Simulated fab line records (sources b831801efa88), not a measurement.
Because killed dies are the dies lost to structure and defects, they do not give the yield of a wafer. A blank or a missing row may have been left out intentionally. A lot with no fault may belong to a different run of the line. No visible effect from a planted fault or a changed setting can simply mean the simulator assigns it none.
Which tool did it? :: flow sky130 :: route of 708 steps, sampled at 1 step: 14 lots, 42 wafers

## WHAT THE GAUGES READ, wafer by wafer
The record lacks any reading of a measuring or inspecting step that a usual standard deviation could be used to judge.

## EACH LOT AND THE TOOL THAT RAN IT (in order: tool; ch and the chambers of the sampled wafers; start)
lot: L970
SKY_METAL2_STRIP_20: plasma asher-02 ch 0, day 37 00:01

lot: L971
SKY_METAL2_STRIP_20: plasma asher-01 ch 0,1, day 37 02:43

lot: L973
SKY_METAL2_STRIP_20: plasma asher-02 ch 0,1, day 37 08:59

lot: L972
SKY_METAL2_STRIP_20: plasma asher-02 ch 0,1, day 37 10:50

lot: L974
SKY_METAL2_STRIP_20: plasma asher-04 ch 0,1, day 37 23:18

lot: L975
SKY_METAL2_STRIP_20: plasma asher-01 ch 0,1, day 38 06:50

lot: L976
SKY_METAL2_STRIP_20: plasma asher-01 ch 0, day 38 18:46

lot: L977
SKY_METAL2_STRIP_20: plasma asher-01 ch 0,1, day 39 23:22

lot: L983
SKY_METAL2_STRIP_20: plasma asher-01 ch 0,1, day 40 09:59

lot: L984
SKY_METAL2_STRIP_20: plasma asher-01 ch 0,1, day 40 23:58

lot: L985
SKY_METAL2_STRIP_20: plasma asher-01 ch 0,1, day 41 00:40

lot: L987
SKY_METAL2_STRIP_20: plasma asher-02 ch 1, day 41 12:44

lot: L988
SKY_METAL2_STRIP_20: plasma asher-02 ch 0,1, day 42 00:02

lot: L989
SKY_METAL2_STRIP_20: plasma asher-02 ch 0,1, day 42 06:45
- SKY_METAL2_STRIP_20: strips in O2/N2.

## AS READ BY THE TOOLS THEMSELVES (means over the sampled wafers that have a number; for cases with no such wafer, the mark the record gives instead)
SKY_METAL2_STRIP_20.
lot: L970
tool: plasma asher-02
chamber pressure mTorr (mTorr): 1499.6
drypump motor current A (A): 5.77
oes product au (a.u.): 0.340
strip time to endpoint s (s): 2.70

lot: L971
tool: plasma asher-01
chamber pressure mTorr (mTorr): 1499.8
drypump motor current A (A): 5.95
oes product au (a.u.): 0.344
strip time to endpoint s (s): 2.71

lot: L973
tool: plasma asher-02
chamber pressure mTorr (mTorr): 1499.0
drypump motor current A (A): 5.61
oes product au (a.u.): 0.345
strip time to endpoint s (s): 2.72

lot: L972
tool: plasma asher-02
chamber pressure mTorr (mTorr): 1500.7
drypump motor current A (A): 5.63
oes product au (a.u.): 0.346
strip time to endpoint s (s): 2.73

lot: L974
tool: plasma asher-04
chamber pressure mTorr (mTorr): 1501.0
drypump motor current A (A): 5.63
oes product au (a.u.): 0.341
strip time to endpoint s (s): 2.67

lot: L975
tool: plasma asher-01
chamber pressure mTorr (mTorr): 1500.6
drypump motor current A (A): 5.97
oes product au (a.u.): 0.348
strip time to endpoint s (s): 2.74

lot: L976
tool: plasma asher-01
chamber pressure mTorr (mTorr): 1500.7
drypump motor current A (A): 5.94
oes product au (a.u.): 0.345
strip time to endpoint s (s): 2.72

lot: L977
tool: plasma asher-01
chamber pressure mTorr (mTorr): 1500.0
drypump motor current A (A): 5.95
oes product au (a.u.): 0.346
strip time to endpoint s (s): 2.68

lot: L983
tool: plasma asher-01
chamber pressure mTorr (mTorr): 1500.6
drypump motor current A (A): 5.96
oes product au (a.u.): 0.342
strip time to endpoint s (s): 2.68

lot: L984
tool: plasma asher-01
chamber pressure mTorr (mTorr): -
drypump motor current A (A): -
oes product au (a.u.): -
strip time to endpoint s (s): -

lot: L985
tool: plasma asher-01
chamber pressure mTorr (mTorr): -
drypump motor current A (A): -
oes product au (a.u.): -
strip time to endpoint s (s): -

lot: L987
tool: plasma asher-02
chamber pressure mTorr (mTorr): 1500.1
drypump motor current A (A): 5.52
oes product au (a.u.): 0.339
strip time to endpoint s (s): 2.66

lot: L988
tool: plasma asher-02
chamber pressure mTorr (mTorr): 1499.9
drypump motor current A (A): 5.71
oes product au (a.u.): 0.343
strip time to endpoint s (s): 2.67

lot: L989
tool: plasma asher-02
chamber pressure mTorr (mTorr): 1500.2
drypump motor current A (A): 5.61
oes product au (a.u.): 0.341
strip time to endpoint s (s): 2.69

## THE ANSWER, worked out from the rows above alone
Rule: usual is defined by the lots themselves. Put in order of their means at a reading, lots are off if they are a third of the lots or fewer, leave a main group of 4 or more, and stand apart from it by a gap of 3 or more times the standard deviation of the main group's means; of several such gaps the widest counts. If all means in a main group match to the digits the tables above print for the reading, that group is not used. Also off: a lot with no number at a reading for which 4 or more lots have one. Where the step has rows for the other lots, those lots are counted as sound. The gauges are gone through in route order, then the tools' own readings, and for those a lot's mean is taken as printed above. The first step at which some lot is off is used, and at that step the reading that is off furthest; a lot without a number counts as furthest.
Off: L984, L985 (SKY_METAL2_STRIP_20, chamber pressure mTorr). Without a number there: L984, L985. The main group: mean 1500.2 mTorr, standard deviation 0.54.
If a tool, at that step or one of the process steps before it, ran each lot that is off and ran no sound lot following the first of them, it fits. One fits: SKY_METAL2_STRIP_20 on plasma asher-01. Its last sound lot is L983 (day 40 09:59), its first lot that is off L984 (day 40 23:58): a fault that began between those two fits.
Blank at SKY_METAL2_STRIP_20 on the lots that are off, where sound lots have numbers: chamber pressure mTorr, drypump motor current A, oes product au, strip time to endpoint s.

## WHAT THE SIMULATOR HAD INSERTED
Entire step skipped (plasma asher-01, SKY_METAL2_STRIP_20), from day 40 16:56 onward. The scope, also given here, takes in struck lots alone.
Shown lots that were struck: L984, L985. This agrees with what the rule above found.
